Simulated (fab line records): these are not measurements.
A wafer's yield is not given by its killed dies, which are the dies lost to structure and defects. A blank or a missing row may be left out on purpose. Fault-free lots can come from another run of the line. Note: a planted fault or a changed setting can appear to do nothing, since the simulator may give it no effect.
fab line records -- flow sky130 -- part 2 of 2: steps 24 to 34 of 34
record lots=5, wafers=15, last_day=50
route steps=708 shown LI_CONTACT@378 LOCAL_INTERCONNECT@387 CONTACT@406
lots that met no fault: taken from a fault-free run of the same line
start_h: start of the lot's first displayed wafer, in hours after the record's first day -- wait_h: how many hours have passed since the lot's step before this one -- " same as the row above -- L1.1+2: one row covering several wafers at once -- - no value, or no start given -- * or withheld: withheld -- < > ~ a bound
route shown NAME@n: a module of which the file shows steps, and the number in the route of the first -- usual: average and standard deviation across the fault-free wafers -- same: alike in all rows -- chamber/n: place in a boat -- sites: each site's reading -- _std_site: how widely they spread, as a standard deviation -- _edge_site: mean of outer sites minus mean of inner sites -- radius_mm: how far each site lies from the wafer's centre -- mask NAME#n: copy n -- behind: the tool/chamber that last shaped the wafer -- hold: the reason the lot was held/the length of the hold in hours/how it ended -- device: the transistor (n, p or np) that didn't switch -- end of line: at the end of the route, the tests of the same wafers -- a step given without rows: its recipe and nothing more -- killed: at the first sort, the dies lost to defects and structure; wafer yield is something else -- map: shows each die of a wafer: x if killed, . if not, _ if none is there
set.NAME: the run value of the setting; set.NAME@STEP: its run value at that earlier step -- model.NAME: the simulator's own value behind a step, which no gauge read
lots seen at some steps along the route; tables by step, rows by wafer
services: the hour from which a tool's chamber was out of use, counted from the record's first day as start_h (under 0 if before that day), plus the number of hours and why
## steps
# step SKY_LOCAL_INTERCONNECT_METAL_ETCH_14
# recipe target_depth_nm=110, stop_on=PSG, chemistry=Cl2/BCl3, target=TiN, resist_sidewall_deg=88, pressure_mtorr=10, icp_w=900, bias_w=48.5, Cl2_flow_sccm=60, bcl3_flow_sccm=30, time_s=31.4
# usual drypump_motor_current_A=5.4/0.39, oes_product_au=0.942/0.0064, throttle_valve_pct=21.899/0.0096
lot.wafer,tool,chamber,start_h,wait_h,drypump_motor_current_A,oes_product_au,rf_hours_counter_h,throttle_valve_pct
L081.3,rie_metal-03,0,765.09,0.0,5.1,0.947,-,21.909
L081.4,rie_metal-03,1,765.09,0.0,5.0,0.938,-,21.899
L081.6,rie_metal-03,1,765.09,0.0,5.0,0.946,-,21.894
L086.2,rie_metal-01,0,799.84,0.0,5.7,0.938,4,21.906
L086.4,rie_metal-01,0,799.84,0.0,5.7,0.941,-,21.895
L086.5,rie_metal-01,0,799.84,0.0,5.7,0.938,-,21.914
L091.2,rie_metal-02,1,845.93,0.0,6.0,0.937,6,21.904
L091.3,rie_metal-02,0,845.93,0.0,5.7,0.948,-,21.884
L091.5,rie_metal-02,1,845.93,0.0,6.0,0.943,-,21.900
L095.1,rie_metal-03,1,868.77,0.0,5.0,0.941,12,21.893
L095.4,rie_metal-03,0,868.77,0.0,5.1,0.952,-,21.909
L095.5,rie_metal-03,0,868.77,0.0,5.1,0.934,-,21.919
L097.1,rie_metal-01,1,880.79,0.0,5.1,0.941,14,21.890
L097.4,rie_metal-01,0,880.79,0.0,5.7,0.944,-,21.888
L097.5,rie_metal-01,1,880.79,0.0,5.2,0.941,-,21.899
# step SKY_LOCAL_INTERCONNECT_STRIP_15
# recipe chemistry=O2/N2, power_w=1400, pressure_mtorr=1500, platen_temp_c=withheld, o2_flow_sccm=3000, n2_flow_sccm=300, overash_fraction=0.5
# usual drypump_motor_current_A=5.75/0.21, oes_product_au=0.427/0.0043, strip_time_to_endpoint_s=4.725/0.02
lot.wafer,tool,chamber,start_h,wait_h,drypump_motor_current_A,oes_product_au,rf_hours_counter_h,strip_time_to_endpoint_s
L081.3,plasma_asher-03,1,765.16,0.1,5.97,0.429,-,4.713
L081.4,plasma_asher-03,0,765.16,0.1,5.82,0.426,-,4.705
L081.6,plasma_asher-03,1,765.16,0.1,5.95,0.434,-,4.726
L086.2,plasma_asher-01,1,799.89,0.0,5.74,0.426,102,4.706
L086.4,plasma_asher-01,0,799.89,0.0,5.27,0.433,-,4.732
L086.5,plasma_asher-01,0,799.89,0.0,5.25,0.424,-,4.730
L091.2,plasma_asher-04,1,845.98,0.0,5.94,0.426,9,4.703
L091.3,plasma_asher-04,0,845.98,0.0,5.82,0.429,-,4.737
L091.5,plasma_asher-04,0,845.98,0.0,5.81,0.423,-,4.716
L095.1,plasma_asher-04,1,868.82,0.0,5.89,0.428,12,4.706
L095.4,plasma_asher-04,1,868.82,0.0,5.88,0.426,-,4.702
L095.5,plasma_asher-04,0,868.82,0.0,5.79,0.428,-,4.695
L097.1,plasma_asher-03,0,880.84,0.0,5.82,0.435,45,4.759
L097.4,plasma_asher-03,1,880.84,0.0,5.94,0.426,-,4.731
L097.5,plasma_asher-03,1,880.84,0.0,5.94,0.431,-,4.750
# step SKY_LOCAL_INTERCONNECT_STRIP_16
# recipe chemistry=post_etch_residue_remover, time_s=1200, temp_c=72.5
lot.wafer,tool,chamber,start_h,wait_h
L081.3+4+6,wet_bench-03,2,765.23,0.0
L086.2+4+5,wet_bench-04,1,799.99,0.1
L091.2+3+5,wet_bench-01,2,846.08,0.1
L095.1+4+5,wet_bench-04,3,868.92,0.1
L097.1+4+5,wet_bench-03,3,880.94,0.1
# step SKY_LOCAL_INTERCONNECT_CLEAN_17
# recipe chemistry=IPA, time_s=180, temp_c=25
lot.wafer,tool,chamber,start_h,wait_h
L081.3+4+6,wet_bench-01,1,765.57,0.0
L086.2+4+5,wet_bench-01,0,800.33,0.0
L091.2+3+5,wet_bench-03,3,846.42,0.0
L095.1+4+5,wet_bench-01,0,869.27,0.0
L097.1+4+5,wet_bench-04,0,881.31,0.0
# step SKY_LOCAL_INTERCONNECT_CLEAN_18
# recipe chemistry=O3/DIW, dry=n2_spin
lot.wafer,tool,chamber,start_h,wait_h
L081.3+4+6,wet_bench-01,2,765.63,0.0
L086.2+4+5,wet_bench-03,1,800.39,0.0
L091.2+3+5,wet_bench-01,2,846.48,0.0
L095.1+4+5,wet_bench-03,2,869.32,0.0
L097.1+4+5,wet_bench-01,2,881.37,0.0
# step SKY_CONTACT_CVD_00
# recipe material=Si3N4, target_thk_nm=75, temp_c=400, time_s=withheld, rf_w=450
# usual heater_power_w=749/96
lot.wafer,tool,chamber,start_h,wait_h,heater_power_w
L081.3,pecvd-02,2,765.72,0.0,692
L081.4,pecvd-02,2,765.72,0.0,691
L081.6,pecvd-02,0,765.72,0.0,706
L086.2,pecvd-02,1,800.48,0.0,699
L086.4,pecvd-02,1,800.48,0.0,696
L086.5,pecvd-02,0,800.48,0.0,693
L091.2,pecvd-02,1,846.57,0.0,694
L091.3,pecvd-02,0,846.57,0.0,695
L091.5,pecvd-02,1,846.57,0.0,700
L095.1,pecvd-04,0,869.42,0.0,657
L095.4,pecvd-04,1,869.42,0.0,773
L095.5,pecvd-04,0,869.42,0.0,660
L097.1,pecvd-04,2,881.46,0.0,742
L097.4,pecvd-04,2,881.46,0.0,722
L097.5,pecvd-04,0,881.46,0.0,691
# step SKY_CONTACT_THK_MEAS_01
# recipe reads=Si3N4_of_CONTACT_CVD_00
# usual CONTACT_CVD_00_THK=74.8/0.83
lot.wafer,tool,chamber,start_h,wait_h,CONTACT_CVD_00_THK[nm]
L081.3,film_metro-01,-,765.77,-,73.3
L081.4,film_metro-01,-,765.77,-,75.4
L081.6,film_metro-01,-,765.77,-,74.5
L086.2,film_metro-01,-,800.52,-,73.8
L086.4,film_metro-01,-,800.52,-,75.4
L086.5,film_metro-01,-,800.52,-,75.7
L091.2,film_metro-02,-,846.62,-,73.8
L091.3,film_metro-02,-,846.62,-,73.9
L091.5,film_metro-02,-,846.62,-,75.7
L095.1,film_metro-04,-,869.46,-,74.4
L095.4,film_metro-04,-,869.46,-,74.7
L095.5,film_metro-04,-,869.46,-,76.3
L097.1,film_metro-01,-,881.51,-,73.0
L097.4,film_metro-01,-,881.51,-,74.8
L097.5,film_metro-01,-,881.51,-,75.1
# step SKY_CONTACT_HDPCVD_02
# recipe material=SiO2, target_thk_nm=565, sigma_open_frac=0.3, time_s=94.2, temp_c=600, sih4_flow_sccm=60, pressure_mtorr=6
lot.wafer,tool,chamber,start_h,wait_h
L081.3+4+6,hdpcvd-02,"0,2,1",765.81,0.0
L086.2+4+5,hdpcvd-02,"0,1,0",800.57,0.0
L091.2+3+5,hdpcvd-02,"2,0,0",846.67,0.0
L095.1+4+5,hdpcvd-02,"1,1,2",869.52,0.1
L097.1+4+5,hdpcvd-01,"0,2,0",881.57,0.1
# step SKY_CONTACT_THK_MEAS_03
# recipe reads=SiO2_of_CONTACT_HDPCVD_02
# usual CONTACT_HDPCVD_THK=566/4.8
lot.wafer,tool,chamber,start_h,wait_h,CONTACT_HDPCVD_THK[nm]
L081.3,film_metro-04,-,765.90,0.1,567
L081.4,film_metro-04,-,765.90,0.1,566
L081.6,film_metro-04,-,765.90,0.1,563
L086.2,film_metro-04,-,800.65,0.0,566
L086.4,film_metro-04,-,800.65,0.0,552
L086.5,film_metro-04,-,800.65,0.0,562
L091.2,film_metro-01,-,846.75,0.0,567
L091.3,film_metro-01,-,846.75,0.0,565
L091.5,film_metro-01,-,846.75,0.0,570
L095.1,film_metro-02,-,869.59,0.0,560
L095.4,film_metro-02,-,869.59,0.0,561
L095.5,film_metro-02,-,869.59,0.0,561
L097.1,film_metro-04,-,881.64,0.0,569
L097.4,film_metro-04,-,881.64,0.0,570
L097.5,film_metro-04,-,881.64,0.0,568
# step SKY_CONTACT_CMP_04
# recipe material=SiO2, down_force_psi=4, platen_rpm=60, pad_velocity_m_s=0.94248
# usual motor_current_A=12.5/1.5, slurry_flow_ml_min=150.0/0.45, time_to_endpoint_s=80/4.2
lot.wafer,tool,chamber,start_h,wait_h,motor_current_A,slurry_flow_ml_min,time_to_endpoint_s
L081.4,cmp-01,1,765.94,0.0,10.9,150.1,84
L081.3,cmp-01,3,765.94,0.0,13.7,150.1,87
L081.6,cmp-01,2,765.94,0.0,11.2,150.4,83
L086.2,cmp-01,3,800.75,0.1,13.3,150.0,81
L086.4,cmp-01,1,800.75,0.1,10.8,149.6,72
L086.5,cmp-01,2,800.75,0.1,11.3,150.3,76
L091.2,cmp-02,0,846.80,0.0,12.6,149.8,79
L091.3,cmp-02,3,846.80,0.0,11.2,149.7,75
L091.5,cmp-02,0,846.80,0.0,13.6,148.6,80
L095.1,cmp-01,3,869.70,0.1,12.5,150.2,82
L095.4,cmp-01,0,869.70,0.1,14.7,150.3,85
L095.5,cmp-01,2,869.70,0.1,10.9,149.4,80
L097.1,cmp-01,1,881.70,0.1,11.1,150.3,82
L097.4,cmp-01,0,881.70,0.1,15.4,149.2,84
L097.5,cmp-01,1,881.70,0.1,11.5,150.2,80
# step SKY_CONTACT_BOW_MEAS_05
# recipe mode=bow
# usual CONTACT_BOW=83/7
lot.wafer,tool,chamber,start_h,wait_h,CONTACT_BOW[um]
L081.3,film_metro-01,-,766.28,0.2,88
L081.4,film_metro-01,-,766.28,0.2,84
L081.6,film_metro-01,-,766.28,0.2,83
L086.2,film_metro-01,-,801.02,0.2,81
L086.4,film_metro-01,-,801.02,0.2,74
L086.5,film_metro-01,-,801.02,0.2,91
L091.2,film_metro-04,-,847.12,0.3,78
L091.3,film_metro-04,-,847.12,0.3,83
L091.5,film_metro-04,-,847.12,0.3,71
L095.1,film_metro-02,-,869.95,0.2,87
L095.4,film_metro-02,-,869.95,0.2,83
L095.5,film_metro-02,-,869.95,0.2,72
L097.1,film_metro-01,-,882.00,0.2,92
L097.4,film_metro-01,-,882.00,0.2,86
L097.5,film_metro-01,-,882.00,0.2,74
## services
tool,chamber,start_h,hours,kind
cmp-01,-,713.33,1.5,repair
cmp-02,-,714.68,0.5,repair
krf_scanner-01,-,722.54,0.5,repair
krf_scanner-01,-,734.72,4.4,pm
cmp-02,-,744.00,4.0,pm
krf_scanner-01,-,744.47,0.8,pm
pecvd-02,-,754.27,0.8,repair
pecvd-02,2,759.05,6.6,repair
krf_scanner-01,-,760.04,1.0,pm
krf_scanner-01,-,762.48,1.3,pm
cvd_w-01,-,768.27,1.0,repair
krf_scanner-01,-,779.64,3.6,pm
wet_bench-01,-,781.48,1.9,pm
cmp-01,-,787.28,0.5,repair
plasma_asher-03,-,802.61,2.8,pm
krf_scanner-01,-,807.81,11.6,pm
cmp-01,-,808.74,3.4,repair
krf_scanner-01,-,821.09,1.1,repair
cmp-01,-,838.26,3.9,pm
rie_metal-01,-,842.14,0.2,repair
pvd_sputter-01,-,855.56,1.3,repair
rie_metal-03,-,857.08,2.8,pm
krf_scanner-01,-,865.04,1.9,repair
hdpcvd-02,0,880.02,7.6,repair
